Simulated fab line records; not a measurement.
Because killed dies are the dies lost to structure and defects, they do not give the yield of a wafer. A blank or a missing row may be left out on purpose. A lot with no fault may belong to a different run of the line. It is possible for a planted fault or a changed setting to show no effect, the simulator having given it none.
The tool behind it: which one? | flow sky130 | 12 lots, 36 wafers sampled, at 5 steps of a route of 708

WHAT EACH GAUGE READ, for each wafer
SKY_SONOS_TUNNEL_TW_MEAS_12. Usual: SONOS_TUNNEL_TW 197.8, standard deviation 1.5.
lot  | measured     | on            | SONOS_TUNNEL_TW                     | flag
L373 | day 11 17:25 | film metro-01 | 197.7 197.1 197.9                   |
L374 | day 11 21:59 | film metro-04 | 198.3 199.1 198.6                   |
L375 | day 12 07:47 | film metro-01 | 195.7 196.0 195.5                   |
L377 | day 13 04:07 | film metro-01 | 195.3 196.9 195.5                   |
L380 | day 13 18:50 | film metro-04 | 199.6 198.2 199.1                   |
L381 | day 14 08:18 | film metro-02 | 195.6 197.4 196.5                   |
L384 | day 15 08:15 | film metro-04 | 199.1 198.8 198.5                   |
L386 | day 15 18:19 | film metro-02 | 140.3 140.7 140.6 140.6 140.1 139.9 | OFF
L388 | day 16 13:03 | film metro-02 | 140.1 141.0 141.1 140.8 140.9 140.6 | OFF
L393 | day 18 09:49 | film metro-02 | 196.9 196.8 196.8                   |
L395 | day 18 20:37 | film metro-04 | 199.1 199.2 199.2                   |
L396 | day 19 04:18 | film metro-04 | 200.5 199.7 199.0                   |

SKY_METAL1_OVL_MEAS_16. Usual: METAL1_OVL -1 nm, standard deviation 3.9.
lot  | measured     | on         | METAL1_OVL (nm) | flag
L373 | day 33 03:24 | overlay-01 | 10 5 2          |
L374 | day 33 09:50 | overlay-01 | 0 1 -9          |
L375 | day 34 02:51 | overlay-02 | -3 -2 -5        |
L377 | day 34 18:59 | overlay-01 | -8 5 -2         |
L380 | day 35 05:50 | overlay-02 | 1 -2 2          |
L381 | day 35 20:47 | overlay-02 | -6 -5 -6        |
L384 | day 36 20:07 | overlay-01 | -1 -1 2         |
L386 | day 37 08:36 | overlay-02 | 2 4 4           |
L388 | day 37 17:02 | overlay-01 | 5 0 8           |
L393 | day 39 13:47 | overlay-02 | 0 0 -2          |
L395 | day 39 17:07 | overlay-02 | -2 -4 -4        |
L396 | day 39 19:54 | overlay-02 | -5 -8 -3        |

WHAT TOOL EACH LOT RAN ON (gives the tool, then ch and the chambers of the sampled wafers, and finally the start)
lot  | SKY_NWELL_RTA_28                 | SKY_SONOS_TUNNEL_IMPLANT_09     | SKY_CONTACT_SPUTTER_23
L373 | rtp anneal-01 ch 0, day 5 10:43  | implanter-02 ch 0, day 11 17:01 | pvd sputter-02, day 31 22:30
L374 | rtp anneal-02 ch 0, day 5 14:11  | implanter-02 ch 0, day 11 21:36 | pvd sputter-02, day 32 05:29
L375 | rtp anneal-02 ch 0, day 5 22:15  | implanter-04 ch 0, day 12 07:22 | pvd sputter-02, day 32 22:56
L377 | rtp anneal-01 ch 0, day 6 11:46  | implanter-04 ch 0, day 13 03:43 | pvd sputter-03, day 33 15:37
L380 | rtp anneal-02 ch 0, day 7 01:01  | implanter-02 ch 0, day 13 18:20 | pvd sputter-04, day 34 02:32
L381 | rtp anneal-02 ch 0, day 7 09:52  | implanter-02 ch 0, day 14 07:50 | pvd sputter-04, day 34 17:58
L384 | rtp anneal-02 ch 0, day 8 05:04  | implanter-03 ch 0, day 15 07:52 | pvd sputter-02, day 35 17:38
L386 | rtp anneal-02 ch 0, day 8 14:17  | implanter-02 ch 0, day 15 17:56 | pvd sputter-03, day 36 05:49
L388 | rtp anneal-01 ch 0, day 9 02:20  | implanter-02 ch 0, day 16 12:37 | pvd sputter-03, day 36 13:52
L393 | rtp anneal-02 ch 0, day 10 13:21 | implanter-03 ch 0, day 18 09:25 | pvd sputter-04, day 38 11:34
L395 | rtp anneal-01 ch 0, day 10 23:23 | implanter-03 ch 0, day 18 20:14 | pvd sputter-02, day 38 15:06
L396 | rtp anneal-02 ch 0, day 11 05:26 | implanter-02 ch 0, day 19 03:53 | pvd sputter-02, day 38 17:53
- SKY_NWELL_RTA_28: time 30 s.
- SKY_SONOS_TUNNEL_IMPLANT_09
- SKY_CONTACT_SPUTTER_23: material TiN, target thk 20 nm, time 80 s.

AS READ BY THE TOOLS THEMSELVES (means over the sampled wafers that have a number; for cases with no such wafer, the mark the record gives instead)
SKY_NWELL_RTA_28. Usual: lamp power pct 25.30 %, standard deviation 0.056; wafer_temp_C_max 1055.0, standard deviation 0.99.
lot  | tool          | lamp power pct (%) | wafer_temp_C_max | flag
L373 | rtp anneal-01 | 25.31              | 1054.8           |
L374 | rtp anneal-02 | 25.33              | 1054.9           |
L375 | rtp anneal-02 | 25.24              | 1054.6           |
L377 | rtp anneal-01 | 25.32              | 1055.1           |
L380 | rtp anneal-02 | 25.30              | 1055.5           |
L381 | rtp anneal-02 | 25.33              | 1055.0           |
L384 | rtp anneal-02 | 25.32              | 1055.2           |
L386 | rtp anneal-02 | 25.32              | 1055.4           |
L388 | rtp anneal-01 | 25.30              | 1054.9           |
L393 | rtp anneal-02 | 25.27              | 1054.1           |
L395 | rtp anneal-01 | 25.29              | 1055.3           |
L396 | rtp anneal-02 | 25.35              | 1055.4           |

SKY_SONOS_TUNNEL_IMPLANT_09. Usual: beam energy keV 20.000, standard deviation 0.0062; dose ions cm2 1e+12, standard deviation 1.2e+09; faraday current uA 5.63, standard deviation 0.12.
lot  | tool         | beam energy keV | dose ions cm2 | faraday current uA | flag
L373 | implanter-02 | 20.006          | 1e+12         | 5.59               |
L374 | implanter-02 | 20.004          | 1e+12         | 5.56               |
L375 | implanter-04 | 19.998          | 1e+12         | 5.63               |
L377 | implanter-04 | 20.002          | 1e+12         | 5.64               |
L380 | implanter-02 | 20.003          | 1e+12         | 5.64               |
L381 | implanter-02 | 19.996          | 1e+12         | 5.78               |
L384 | implanter-03 | 20.002          | 1e+12         | 5.53               |
L386 | implanter-02 | 20.002          | 3e+11         | 1.67               | OFF
L388 | implanter-02 | 19.998          | 3e+11         | 1.65               | OFF
L393 | implanter-03 | 20.010          | 1e+12         | 5.56               |
L395 | implanter-03 | 20.003          | 1e+12         | 5.71               |
L396 | implanter-02 | 19.997          | 1e+12         | 5.67               |

SKY_CONTACT_SPUTTER_23. Usual: throttle valve pct at 29.8 %, with a standard deviation of 0.77.
lot  | tool           | throttle valve pct (%) | flag
L373 | pvd sputter-02 | 29.4                   |
L374 | pvd sputter-02 | 29.6                   |
L375 | pvd sputter-02 | 29.6                   |
L377 | pvd sputter-03 | 29.0                   |
L380 | pvd sputter-04 | 29.5                   |
L381 | pvd sputter-04 | 29.4                   |
L384 | pvd sputter-02 | 29.7                   |
L386 | pvd sputter-03 | 30.1                   |
L388 | pvd sputter-03 | 30.2                   |
L393 | pvd sputter-04 | 29.6                   |
L395 | pvd sputter-02 | 30.5                   |
L396 | pvd sputter-02 | 30.4                   |

THE ANSWER, worked out from the rows above alone
Rule: take the mean of a lot's wafers that have a number; if it is more than 3 standard deviations from the usual mean, the lot is off. Also off: a lot with no number at a reading for which 4 or more lots have one. Where the step has rows for the other lots, those lots are counted as sound. First the gauges in route order, then the tools' own readings, where a lot's mean is used as printed above. The first step at which some lot is off is used, and at that step the reading that is off furthest; a lot without a number counts as furthest.
Off: at SKY_SONOS_TUNNEL_TW_MEAS_12 (SONOS_TUNNEL_TW), L386, L388.
If a tool, at a process step before that reading, ran all the lots that are off and no sound lot after the first of them, it fits. Not tried: the gauges at SKY_SONOS_TUNNEL_TW_MEAS_12; whatever is off there is also off at SKY_SONOS_TUNNEL_IMPLANT_09, on other tools, and gauge error can't account for it. Of those tried, none fits.

WHAT THE SIMULATOR HAD INSERTED
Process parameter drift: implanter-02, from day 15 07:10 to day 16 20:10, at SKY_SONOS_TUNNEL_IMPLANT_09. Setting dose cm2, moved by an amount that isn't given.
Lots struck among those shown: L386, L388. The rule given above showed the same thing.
